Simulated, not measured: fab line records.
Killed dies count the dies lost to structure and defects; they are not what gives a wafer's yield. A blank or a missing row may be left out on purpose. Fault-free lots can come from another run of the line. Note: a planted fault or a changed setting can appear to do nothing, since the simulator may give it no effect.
Which tool did it? / flow gf180mcu / 72 wafers from 24 lots sampled at 6 of the route's 602 steps

WHAT THE GAUGES READ, wafer by wafer
GF_STI_BOW_MEAS_00. Usual: INCOMING_BOW typically reads 0 um, with standard deviation 6.4.
lot=L074; measured=day 1 10:00; on=film_metro-01; INCOMING_BOW (um)=0 6 -5; flag=
lot=L075; measured=day 1 15:01; on=film_metro-04; INCOMING_BOW (um)=1 2 -7; flag=
lot=L076; measured=day 1 20:02; on=film_metro-04; INCOMING_BOW (um)=-6 -16 4; flag=
lot=L077; measured=day 2 01:00; on=film_metro-03; INCOMING_BOW (um)=-5 1 -6; flag=
lot=L078; measured=day 2 06:00; on=film_metro-04; INCOMING_BOW (um)=-7 -8 -6; flag=
lot=L079; measured=day 2 11:01; on=film_metro-03; INCOMING_BOW (um)=-6 -1 -4; flag=
lot=L080; measured=day 2 16:00; on=film_metro-04; INCOMING_BOW (um)=7 -4 17; flag=
lot=L081; measured=day 2 21:00; on=film_metro-03; INCOMING_BOW (um)=14 14 -6; flag=
lot=L082; measured=day 3 02:00; on=film_metro-04; INCOMING_BOW (um)=1 15 -8; flag=
lot=L083; measured=day 3 07:01; on=film_metro-04; INCOMING_BOW (um)=3 4 6; flag=
lot=L084; measured=day 3 12:02; on=film_metro-03; INCOMING_BOW (um)=-1 -3 1; flag=
lot=L085; measured=day 3 17:00; on=film_metro-04; INCOMING_BOW (um)=-2 -4 6; flag=
lot=L086; measured=day 3 22:01; on=film_metro-03; INCOMING_BOW (um)=-11 -3 -3; flag=
lot=L087; measured=day 4 03:00; on=film_metro-04; INCOMING_BOW (um)=6 -5 -6; flag=
lot=L088; measured=day 4 08:00; on=film_metro-04; INCOMING_BOW (um)=-3 -5 8; flag=
lot=L089; measured=day 4 13:01; on=film_metro-04; INCOMING_BOW (um)=-7 1 6; flag=
lot=L090; measured=day 4 18:01; on=film_metro-04; INCOMING_BOW (um)=-6 -7 0; flag=
lot=L091; measured=day 4 23:00; on=film_metro-03; INCOMING_BOW (um)=-6 -1 12; flag=
lot=L092; measured=day 5 04:00; on=film_metro-04; INCOMING_BOW (um)=7 -2 1; flag=
lot=L093; measured=day 5 09:01; on=film_metro-04; INCOMING_BOW (um)=0 -12 -3; flag=
lot=L094; measured=day 5 14:02; on=film_metro-01; INCOMING_BOW (um)=3 -15 -10; flag=
lot=L095; measured=day 5 19:00; on=film_metro-04; INCOMING_BOW (um)=2 1 -1; flag=
lot=L096; measured=day 6 00:01; on=film_metro-04; INCOMING_BOW (um)=-6 1 2; flag=
lot=L097; measured=day 6 05:01; on=film_metro-03; INCOMING_BOW (um)=4 4 6; flag=

GF_SALICIDE_RS_MEAS_04: the measuring method here is four-point-probe. Usual: SALICIDE_TIN_RS typically reads 16.3 ohm/sq, with standard deviation 0.3.
lot=L074; measured=day 15 06:18; on=film_metro-03; SALICIDE_TIN_RS (ohm/sq)=16.6 16.9 16.7; flag=
lot=L075; measured=day 15 16:01; on=film_metro-02; SALICIDE_TIN_RS (ohm/sq)=16.2 16.1 16.7; flag=
lot=L076; measured=day 15 20:51; on=film_metro-03; SALICIDE_TIN_RS (ohm/sq)=16.3 16.8 16.2; flag=
lot=L077; measured=day 16 10:33; on=film_metro-03; SALICIDE_TIN_RS (ohm/sq)=16.8 16.3 16.3; flag=
lot=L078; measured=day 16 14:27; on=film_metro-02; SALICIDE_TIN_RS (ohm/sq)=16.2 16.2 16.5; flag=
lot=L079; measured=day 16 19:06; on=film_metro-02; SALICIDE_TIN_RS (ohm/sq)=16.6 16.7 16.5; flag=
lot=L080; measured=day 17 05:17; on=film_metro-04; SALICIDE_TIN_RS (ohm/sq)=16.2 16.2 16.1; flag=
lot=L081; measured=day 17 19:57; on=film_metro-04; SALICIDE_TIN_RS (ohm/sq)=16.2 16.5 16.7; flag=
lot=L082; measured=day 17 21:57; on=film_metro-02; SALICIDE_TIN_RS (ohm/sq)=16.2 15.8 15.9; flag=
lot=L083; measured=day 18 07:44; on=film_metro-02; SALICIDE_TIN_RS (ohm/sq)=16.2 16.2 16.0; flag=
lot=L084; measured=day 18 23:19; on=film_metro-02; SALICIDE_TIN_RS (ohm/sq)=16.6 16.5 16.5; flag=
lot=L085; measured=day 19 03:50; on=film_metro-04; SALICIDE_TIN_RS (ohm/sq)=16.2 16.1 16.3; flag=
lot=L086; measured=day 19 14:07; on=film_metro-02; SALICIDE_TIN_RS (ohm/sq)=16.4 16.5 16.6; flag=
lot=L087; measured=day 19 20:32; on=film_metro-02; SALICIDE_TIN_RS (ohm/sq)=16.1 15.9 16.0; flag=
lot=L088; measured=day 20 07:21; on=film_metro-04; SALICIDE_TIN_RS (ohm/sq)=16.6 16.9 16.9; flag=
lot=L089; measured=day 20 16:12; on=film_metro-04; SALICIDE_TIN_RS (ohm/sq)=16.4 16.4 16.4; flag=
lot=L090; measured=day 21 03:54; on=film_metro-02; SALICIDE_TIN_RS (ohm/sq)=16.1 16.5 16.2; flag=
lot=L091; measured=day 22 03:38; on=film_metro-03; SALICIDE_TIN_RS (ohm/sq)=16.0 16.0 16.3; flag=
lot=L092; measured=day 22 03:56; on=film_metro-02; SALICIDE_TIN_RS (ohm/sq)=16.6 16.4 16.4; flag=
lot=L093; measured=day 22 12:18; on=film_metro-02; SALICIDE_TIN_RS (ohm/sq)=16.5 16.0 16.4; flag=
lot=L094; measured=day 22 14:59; on=film_metro-03; SALICIDE_TIN_RS (ohm/sq)=16.6 16.0 16.5; flag=
lot=L095; measured=day 22 22:20; on=film_metro-02; SALICIDE_TIN_RS (ohm/sq)=15.8 16.0 16.1; flag=
lot=L096; measured=day 23 11:03; on=film_metro-03; SALICIDE_TIN_RS (ohm/sq)=15.9 15.5 16.0; flag=
lot=L097; measured=day 23 08:47; on=film_metro-04; SALICIDE_TIN_RS (ohm/sq)=16.4 16.0 16.3; flag=

GF_V5_THK_MEAS_25: measures by xrf. Usual: V5_W_THK typically reads 363 nm, with standard deviation 7.3.
lot=L074; measured=day 27 06:48; on=film_metro-03; V5_W_THK (nm)=365 359 362; flag=
lot=L075; measured=day 27 16:52; on=film_metro-04; V5_W_THK (nm)=356 360 361; flag=
lot=L076; measured=day 27 20:47; on=film_metro-04; V5_W_THK (nm)=366 366 360; flag=
lot=L077; measured=day 28 08:16; on=film_metro-04; V5_W_THK (nm)=379 363 380; flag=
lot=L078; measured=day 28 13:14; on=film_metro-03; V5_W_THK (nm)=356 360 362; flag=
lot=L079; measured=day 28 16:14; on=film_metro-04; V5_W_THK (nm)=357 365 359; flag=
lot=L080; measured=day 29 02:15; on=film_metro-04; V5_W_THK (nm)=381 365 361; flag=
lot=L081; measured=day 29 12:28; on=film_metro-03; V5_W_THK (nm)=359 376 359; flag=
lot=L082; measured=day 29 15:36; on=film_metro-04; V5_W_THK (nm)=355 360 362; flag=
lot=L083; measured=day 30 00:50; on=film_metro-03; V5_W_THK (nm)=361 358 354; flag=
lot=L084; measured=day 30 11:20; on=film_metro-03; V5_W_THK (nm)=354 349 369; flag=
lot=L085; measured=day 30 14:43; on=film_metro-01; V5_W_THK (nm)=361 360 365; flag=
lot=L086; measured=day 30 23:07; on=film_metro-04; V5_W_THK (nm)=360 362 360; flag=
lot=L087; measured=day 31 03:18; on=film_metro-04; V5_W_THK (nm)=380 355 360; flag=
lot=L088; measured=day 31 11:12; on=film_metro-04; V5_W_THK (nm)=361 363 362; flag=
lot=L089; measured=day 31 14:55; on=film_metro-04; V5_W_THK (nm)=365 362 362; flag=
lot=L090; measured=day 32 01:07; on=film_metro-01; V5_W_THK (nm)=357 357 356; flag=
lot=L091; measured=day 32 18:45; on=film_metro-04; V5_W_THK (nm)=361 358 360; flag=
lot=L092; measured=day 32 19:34; on=film_metro-01; V5_W_THK (nm)=358 356 366; flag=
lot=L093; measured=day 33 01:44; on=film_metro-04; V5_W_THK (nm)=373 375 364; flag=
lot=L094; measured=day 33 03:16; on=film_metro-03; V5_W_THK (nm)=355 357 355; flag=
lot=L095; measured=day 33 06:51; on=film_metro-04; V5_W_THK (nm)=359 362 363; flag=
lot=L096; measured=day 33 17:28; on=film_metro-04; V5_W_THK (nm)=380 383 365; flag=
lot=L097; measured=day 33 15:14; on=film_metro-01; V5_W_THK (nm)=369 357 357; flag=

WHICH TOOL RAN EACH LOT (tool, then ch and the chambers of the sampled wafers, then the start)
lot=L074; GF_M1_STRIP_17=plasma_asher-02 ch 0,1, day 17 04:43; GF_M2_METAL_ETCH_16=rie_metal-01 ch 0,1, day 19 07:41; GF_MIM_CVD_05=pecvd-01 ch 0,1,2, day 24 12:41
lot=L075; GF_M1_STRIP_17=plasma_asher-02 ch 0,1, day 17 15:47; GF_M2_METAL_ETCH_16=rie_metal-04 ch 0,1, day 19 19:05; GF_MIM_CVD_05=pecvd-01 ch 0,1,2, day 25 00:47
lot=L076; GF_M1_STRIP_17=plasma_asher-01 ch 0,1, day 17 20:55; GF_M2_METAL_ETCH_16=rie_metal-02 ch 0,1, day 20 00:05; GF_MIM_CVD_05=pecvd-02 ch 0,2, day 25 03:41
lot=L077; GF_M1_STRIP_17=plasma_asher-01 ch 0,1, day 18 11:05; GF_M2_METAL_ETCH_16=rie_metal-01 ch 0,1, day 20 13:44; GF_MIM_CVD_05=pecvd-04 ch 0,1,2, day 25 15:11
lot=L078; GF_M1_STRIP_17=plasma_asher-01 ch 0,1, day 18 15:43; GF_M2_METAL_ETCH_16=rie_metal-01 ch 0,1, day 20 18:56; GF_MIM_CVD_05=pecvd-01 ch 0,1,2, day 25 21:04
lot=L079; GF_M1_STRIP_17=plasma_asher-01 ch 0,1, day 18 21:03; GF_M2_METAL_ETCH_16=rie_metal-01 ch 0,1, day 21 00:01; GF_MIM_CVD_05=pecvd-04 ch 0,1,2, day 26 00:38
lot=L080; GF_M1_STRIP_17=plasma_asher-03 ch 0,1, day 19 07:53; GF_M2_METAL_ETCH_16=rie_metal-04 ch 0,1, day 21 10:47; GF_MIM_CVD_05=pecvd-02 ch 0,1,2, day 26 11:31
lot=L081; GF_M1_STRIP_17=plasma_asher-01 ch 1, day 19 23:05; GF_M2_METAL_ETCH_16=rie_metal-01 ch 0,1, day 22 01:22; GF_MIM_CVD_05=pecvd-04 ch 0,1, day 27 00:43
lot=L082; GF_M1_STRIP_17=plasma_asher-01 ch 0,1, day 20 00:59; GF_M2_METAL_ETCH_16=rie_metal-04 ch 1, day 22 04:19; GF_MIM_CVD_05=pecvd-02 ch 0,1, day 27 03:14
lot=L083; GF_M1_STRIP_17=plasma_asher-01 ch 0,1, day 20 11:08; GF_M2_METAL_ETCH_16=rie_metal-02 ch 0,1, day 22 13:04; GF_MIM_CVD_05=pecvd-01 ch 0,1, day 27 11:52
lot=L084; GF_M1_STRIP_17=plasma_asher-01 ch 0,1, day 21 03:21; GF_M2_METAL_ETCH_16=rie_metal-02 ch 0,1, day 23 04:30; GF_MIM_CVD_05=pecvd-04 ch 0,2, day 27 23:10
lot=L085; GF_M1_STRIP_17=plasma_asher-03 ch 0,1, day 21 06:20; GF_M2_METAL_ETCH_16=rie_metal-01 ch 0,1, day 23 07:59; GF_MIM_CVD_05=pecvd-02 ch 0,1,2, day 28 03:38
lot=L086; GF_M1_STRIP_17=plasma_asher-01 ch 0,1, day 21 17:29; GF_M2_METAL_ETCH_16=rie_metal-02 ch 0,1, day 23 17:56; GF_MIM_CVD_05=pecvd-02 ch 0,1,2, day 28 12:46
lot=L087; GF_M1_STRIP_17=plasma_asher-01 ch 0,1, day 21 23:25; GF_M2_METAL_ETCH_16=rie_metal-01 ch 0,1, day 24 00:08; GF_MIM_CVD_05=pecvd-01 ch 0,1,2, day 28 16:59
lot=L088; GF_M1_STRIP_17=plasma_asher-01 ch 0,1, day 22 10:08; GF_M2_METAL_ETCH_16=rie_metal-04 ch 0,1, day 24 09:11; GF_MIM_CVD_05=pecvd-04 ch 0,1,2, day 29 01:10
lot=L089; GF_M1_STRIP_17=plasma_asher-01 ch 0,1, day 22 17:29; GF_M2_METAL_ETCH_16=rie_metal-02 ch 0,1, day 24 15:59; GF_MIM_CVD_05=pecvd-02 ch 0,2, day 29 05:47
lot=L090; GF_M1_STRIP_17=plasma_asher-03 ch 1, day 23 05:19; GF_M2_METAL_ETCH_16=rie_metal-04 ch 0,1, day 25 04:40; GF_MIM_CVD_05=pecvd-02 ch 0,1,2, day 29 17:16
lot=L091; GF_M1_STRIP_17=plasma_asher-03 ch 0,1, day 24 04:07; GF_M2_METAL_ETCH_16=rie_metal-02 ch 0,1, day 26 01:32; GF_MIM_CVD_05=pecvd-02 ch 0,1,2, day 30 11:56
lot=L092; GF_M1_STRIP_17=plasma_asher-01 ch 0,1, day 24 04:13; GF_M2_METAL_ETCH_16=rie_metal-01 ch 0,1, day 26 02:05; GF_MIM_CVD_05=pecvd-02 ch 0,2, day 30 13:39
lot=L093; GF_M1_STRIP_17=plasma_asher-01 ch 0, day 24 12:16; GF_M2_METAL_ETCH_16=rie_metal-04 ch 1, day 26 09:44; GF_MIM_CVD_05=pecvd-04 ch 0,1,2, day 30 19:53
lot=L094; GF_M1_STRIP_17=plasma_asher-01 ch 0,1, day 24 14:46; GF_M2_METAL_ETCH_16=rie_metal-04 ch 1, day 26 12:46; GF_MIM_CVD_05=pecvd-04 ch 0,2, day 30 21:17
lot=L095; GF_M1_STRIP_17=plasma_asher-02 ch 0,1, day 24 22:10; GF_M2_METAL_ETCH_16=rie_metal-02 ch 0,1, day 26 19:55; GF_MIM_CVD_05=pecvd-02 ch 0,1,2, day 31 01:38
lot=L096; GF_M1_STRIP_17=plasma_asher-01 ch 0,1, day 25 09:31; GF_M2_METAL_ETCH_16=rie_metal-01 ch 0,1, day 27 06:08; GF_MIM_CVD_05=pecvd-04 ch 0,1, day 31 13:11
lot=L097; GF_M1_STRIP_17=plasma_asher-03 ch 0,1, day 25 07:49; GF_M2_METAL_ETCH_16=rie_metal-02 ch 0,1, day 27 04:14; GF_MIM_CVD_05=pecvd-04 ch 0,1,2, day 31 11:30
- GF_M1_STRIP_17: strips in O2/N2.
- GF_M2_METAL_ETCH_16: etches the open film in Cl2/BCl3, stops on SiO2, target depth 750.8 nm, time 125.1 s.
- GF_MIM_CVD_05: deposits Si3N4, target thk 42 nm, time 29.086 s.

AS READ BY THE TOOLS THEMSELVES (means over the sampled wafers that have a number; for cases with no such wafer, the mark the record gives instead)
GF_M1_STRIP_17. Usual: drypump_motor_current_A 5.7 A, standard deviation 0.32; heater_power_w 368 W, standard deviation 65; n2_flow_sccm 299.9 sccm, standard deviation 0.83; oes_product_au 0.539 a.u., standard deviation 0.0048; strip_time_to_endpoint_s 7.40 s, standard deviation 0.045.
lot=L074; tool=plasma_asher-02; drypump_motor_current_A (A)=6.5; heater_power_w (W)=325; n2_flow_sccm (sccm)=299.6; oes_product_au (a.u.)=0.540; strip_time_to_endpoint_s (s)=7.38; flag=
lot=L075; tool=plasma_asher-02; drypump_motor_current_A (A)=6.4; heater_power_w (W)=328; n2_flow_sccm (sccm)=299.5; oes_product_au (a.u.)=0.538; strip_time_to_endpoint_s (s)=7.38; flag=
lot=L076; tool=plasma_asher-01; drypump_motor_current_A (A)=5.6; heater_power_w (W)=357; n2_flow_sccm (sccm)=300.5; oes_product_au (a.u.)=0.544; strip_time_to_endpoint_s (s)=7.44; flag=
lot=L077; tool=plasma_asher-01; drypump_motor_current_A (A)=5.6; heater_power_w (W)=354; n2_flow_sccm (sccm)=299.6; oes_product_au (a.u.)=0.532; strip_time_to_endpoint_s (s)=7.38; flag=
lot=L078; tool=plasma_asher-01; drypump_motor_current_A (A)=5.6; heater_power_w (W)=360; n2_flow_sccm (sccm)=299.6; oes_product_au (a.u.)=0.542; strip_time_to_endpoint_s (s)=7.43; flag=
lot=L079; tool=plasma_asher-01; drypump_motor_current_A (A)=5.6; heater_power_w (W)=354; n2_flow_sccm (sccm)=300.0; oes_product_au (a.u.)=0.540; strip_time_to_endpoint_s (s)=7.38; flag=
lot=L080; tool=plasma_asher-03; drypump_motor_current_A (A)=5.9; heater_power_w (W)=336; n2_flow_sccm (sccm)=300.0; oes_product_au (a.u.)=0.539; strip_time_to_endpoint_s (s)=7.36; flag=
lot=L081; tool=plasma_asher-01; drypump_motor_current_A (A)=5.4; heater_power_w (W)=454; n2_flow_sccm (sccm)=301.2; oes_product_au (a.u.)=0.534; strip_time_to_endpoint_s (s)=7.42; flag=
lot=L082; tool=plasma_asher-01; drypump_motor_current_A (A)=5.6; heater_power_w (W)=357; n2_flow_sccm (sccm)=299.9; oes_product_au (a.u.)=0.537; strip_time_to_endpoint_s (s)=7.41; flag=
lot=L083; tool=plasma_asher-01; drypump_motor_current_A (A)=5.6; heater_power_w (W)=361; n2_flow_sccm (sccm)=299.8; oes_product_au (a.u.)=0.540; strip_time_to_endpoint_s (s)=7.44; flag=
lot=L084; tool=plasma_asher-01; drypump_motor_current_A (A)=5.5; heater_power_w (W)=407; n2_flow_sccm (sccm)=300.0; oes_product_au (a.u.)=0.534; strip_time_to_endpoint_s (s)=7.36; flag=
lot=L085; tool=plasma_asher-03; drypump_motor_current_A (A)=5.9; heater_power_w (W)=338; n2_flow_sccm (sccm)=300.0; oes_product_au (a.u.)=0.538; strip_time_to_endpoint_s (s)=7.34; flag=
lot=L086; tool=plasma_asher-01; drypump_motor_current_A (A)=5.6; heater_power_w (W)=353; n2_flow_sccm (sccm)=300.0; oes_product_au (a.u.)=0.542; strip_time_to_endpoint_s (s)=7.42; flag=
lot=L087; tool=plasma_asher-01; drypump_motor_current_A (A)=5.6; heater_power_w (W)=358; n2_flow_sccm (sccm)=301.0; oes_product_au (a.u.)=0.537; strip_time_to_endpoint_s (s)=7.36; flag=
lot=L088; tool=plasma_asher-01; drypump_motor_current_A (A)=5.6; heater_power_w (W)=359; n2_flow_sccm (sccm)=299.7; oes_product_au (a.u.)=0.540; strip_time_to_endpoint_s (s)=7.44; flag=
lot=L089; tool=plasma_asher-01; drypump_motor_current_A (A)=5.5; heater_power_w (W)=408; n2_flow_sccm (sccm)=300.2; oes_product_au (a.u.)=0.542; strip_time_to_endpoint_s (s)=7.40; flag=
lot=L090; tool=plasma_asher-03; drypump_motor_current_A (A)=5.8; heater_power_w (W)=370; n2_flow_sccm (sccm)=299.8; oes_product_au (a.u.)=0.544; strip_time_to_endpoint_s (s)=7.42; flag=
lot=L091; tool=plasma_asher-03; drypump_motor_current_A (A)=5.8; heater_power_w (W)=352; n2_flow_sccm (sccm)=299.8; oes_product_au (a.u.)=0.540; strip_time_to_endpoint_s (s)=7.39; flag=
lot=L092; tool=plasma_asher-01; drypump_motor_current_A (A)=5.6; heater_power_w (W)=358; n2_flow_sccm (sccm)=299.1; oes_product_au (a.u.)=0.538; strip_time_to_endpoint_s (s)=7.41; flag=
lot=L093; tool=plasma_asher-01; drypump_motor_current_A (A)=5.7; heater_power_w (W)=304; n2_flow_sccm (sccm)=300.1; oes_product_au (a.u.)=0.545; strip_time_to_endpoint_s (s)=7.42; flag=
lot=L094; tool=plasma_asher-01; drypump_motor_current_A (A)=5.5; heater_power_w (W)=405; n2_flow_sccm (sccm)=300.0; oes_product_au (a.u.)=0.538; strip_time_to_endpoint_s (s)=7.37; flag=
lot=L095; tool=plasma_asher-02; drypump_motor_current_A (A)=6.4; heater_power_w (W)=338; n2_flow_sccm (sccm)=299.7; oes_product_au (a.u.)=0.536; strip_time_to_endpoint_s (s)=7.36; flag=
lot=L096; tool=plasma_asher-01; drypump_motor_current_A (A)=5.5; heater_power_w (W)=403; n2_flow_sccm (sccm)=299.5; oes_product_au (a.u.)=0.539; strip_time_to_endpoint_s (s)=7.42; flag=
lot=L097; tool=plasma_asher-03; drypump_motor_current_A (A)=5.8; heater_power_w (W)=349; n2_flow_sccm (sccm)=299.8; oes_product_au (a.u.)=0.536; strip_time_to_endpoint_s (s)=7.36; flag=

GF_M2_METAL_ETCH_16. Usual: drypump_motor_current_A 6.28 A, standard deviation 0.18; oes_product_au 0.988 a.u., standard deviation 0.0051; throttle_valve_pct 28.232 %, standard deviation 0.0093.
lot=L074; tool=rie_metal-01; drypump_motor_current_A (A)=6.42; oes_product_au (a.u.)=0.987; throttle_valve_pct (%)=28.225; flag=
lot=L075; tool=rie_metal-04; drypump_motor_current_A (A)=6.30; oes_product_au (a.u.)=0.987; throttle_valve_pct (%)=28.236; flag=
lot=L076; tool=rie_metal-02; drypump_motor_current_A (A)=6.12; oes_product_au (a.u.)=0.990; throttle_valve_pct (%)=28.235; flag=
lot=L077; tool=rie_metal-01; drypump_motor_current_A (A)=6.41; oes_product_au (a.u.)=0.990; throttle_valve_pct (%)=28.227; flag=
lot=L078; tool=rie_metal-01; drypump_motor_current_A (A)=6.44; oes_product_au (a.u.)=0.991; throttle_valve_pct (%)=28.227; flag=
lot=L079; tool=rie_metal-01; drypump_motor_current_A (A)=6.44; oes_product_au (a.u.)=0.988; throttle_valve_pct (%)=28.232; flag=
lot=L080; tool=rie_metal-04; drypump_motor_current_A (A)=6.29; oes_product_au (a.u.)=0.985; throttle_valve_pct (%)=28.230; flag=
lot=L081; tool=rie_metal-01; drypump_motor_current_A (A)=6.44; oes_product_au (a.u.)=0.986; throttle_valve_pct (%)=28.226; flag=
lot=L082; tool=rie_metal-04; drypump_motor_current_A (A)=6.13; oes_product_au (a.u.)=0.983; throttle_valve_pct (%)=28.238; flag=
lot=L083; tool=rie_metal-02; drypump_motor_current_A (A)=6.10; oes_product_au (a.u.)=0.984; throttle_valve_pct (%)=28.235; flag=
lot=L084; tool=rie_metal-02; drypump_motor_current_A (A)=6.10; oes_product_au (a.u.)=0.985; throttle_valve_pct (%)=28.234; flag=
lot=L085; tool=rie_metal-01; drypump_motor_current_A (A)=6.44; oes_product_au (a.u.)=0.989; throttle_valve_pct (%)=28.240; flag=
lot=L086; tool=rie_metal-02; drypump_motor_current_A (A)=6.09; oes_product_au (a.u.)=0.988; throttle_valve_pct (%)=28.231; flag=
lot=L087; tool=rie_metal-01; drypump_motor_current_A (A)=6.44; oes_product_au (a.u.)=0.998; throttle_valve_pct (%)=28.229; flag=
lot=L088; tool=rie_metal-04; drypump_motor_current_A (A)=6.29; oes_product_au (a.u.)=0.988; throttle_valve_pct (%)=28.229; flag=
lot=L089; tool=rie_metal-02; drypump_motor_current_A (A)=6.12; oes_product_au (a.u.)=0.994; throttle_valve_pct (%)=28.232; flag=
lot=L090; tool=rie_metal-04; drypump_motor_current_A (A)=6.30; oes_product_au (a.u.)=0.992; throttle_valve_pct (%)=28.219; flag=
lot=L091; tool=rie_metal-02; drypump_motor_current_A (A)=6.11; oes_product_au (a.u.)=0.988; throttle_valve_pct (%)=28.232; flag=
lot=L092; tool=rie_metal-01; drypump_motor_current_A (A)=6.40; oes_product_au (a.u.)=0.988; throttle_valve_pct (%)=28.233; flag=
lot=L093; tool=rie_metal-04; drypump_motor_current_A (A)=6.14; oes_product_au (a.u.)=0.990; throttle_valve_pct (%)=28.227; flag=
lot=L094; tool=rie_metal-04; drypump_motor_current_A (A)=6.13; oes_product_au (a.u.)=0.992; throttle_valve_pct (%)=28.220; flag=
lot=L095; tool=rie_metal-02; drypump_motor_current_A (A)=6.14; oes_product_au (a.u.)=0.983; throttle_valve_pct (%)=28.246; flag=
lot=L096; tool=rie_metal-01; drypump_motor_current_A (A)=6.44; oes_product_au (a.u.)=0.988; throttle_valve_pct (%)=28.233; flag=
lot=L097; tool=rie_metal-02; drypump_motor_current_A (A)=6.15; oes_product_au (a.u.)=0.988; throttle_valve_pct (%)=28.236; flag=

GF_MIM_CVD_05. Usual: heater_power_w at 657 W, with a standard deviation of 78.
lot=L074; tool=pecvd-01; heater_power_w (W)=727; flag=
lot=L075; tool=pecvd-01; heater_power_w (W)=719; flag=
lot=L076; tool=pecvd-02; heater_power_w (W)=643; flag=
lot=L077; tool=pecvd-04; heater_power_w (W)=644; flag=
lot=L078; tool=pecvd-01; heater_power_w (W)=714; flag=
lot=L079; tool=pecvd-04; heater_power_w (W)=583; flag=
lot=L080; tool=pecvd-02; heater_power_w (W)=673; flag=
lot=L081; tool=pecvd-04; heater_power_w (W)=666; flag=
lot=L082; tool=pecvd-02; heater_power_w (W)=680; flag=
lot=L083; tool=pecvd-01; heater_power_w (W)=754; flag=
lot=L084; tool=pecvd-04; heater_power_w (W)=633; flag=
lot=L085; tool=pecvd-02; heater_power_w (W)=676; flag=
lot=L086; tool=pecvd-02; heater_power_w (W)=665; flag=
lot=L087; tool=pecvd-01; heater_power_w (W)=711; flag=
lot=L088; tool=pecvd-04; heater_power_w (W)=604; flag=
lot=L089; tool=pecvd-02; heater_power_w (W)=623; flag=
lot=L090; tool=pecvd-02; heater_power_w (W)=649; flag=
lot=L091; tool=pecvd-02; heater_power_w (W)=678; flag=
lot=L092; tool=pecvd-02; heater_power_w (W)=616; flag=
lot=L093; tool=pecvd-04; heater_power_w (W)=626; flag=
lot=L094; tool=pecvd-04; heater_power_w (W)=556; flag=
lot=L095; tool=pecvd-02; heater_power_w (W)=673; flag=
lot=L096; tool=pecvd-04; heater_power_w (W)=631; flag=
lot=L097; tool=pecvd-04; heater_power_w (W)=599; flag=

THE ANSWER, worked out from the rows above alone
Rule: a lot counts as off when the mean over its wafers that have a number is more than 3 standard deviations away from the usual mean. Also off: a lot with no number at a reading for which 4 or more lots have one. All remaining lots with rows at the step are treated as sound. First the gauges in route order, then the tools' own readings, where a lot's mean is used as printed above. At the first step where some lot is off, the reading lying furthest off is the one used; lots without a number count as furthest.
None of the lots is off at any reading shown; this tells nothing.

WHAT THE SIMULATOR HAD PUT IN
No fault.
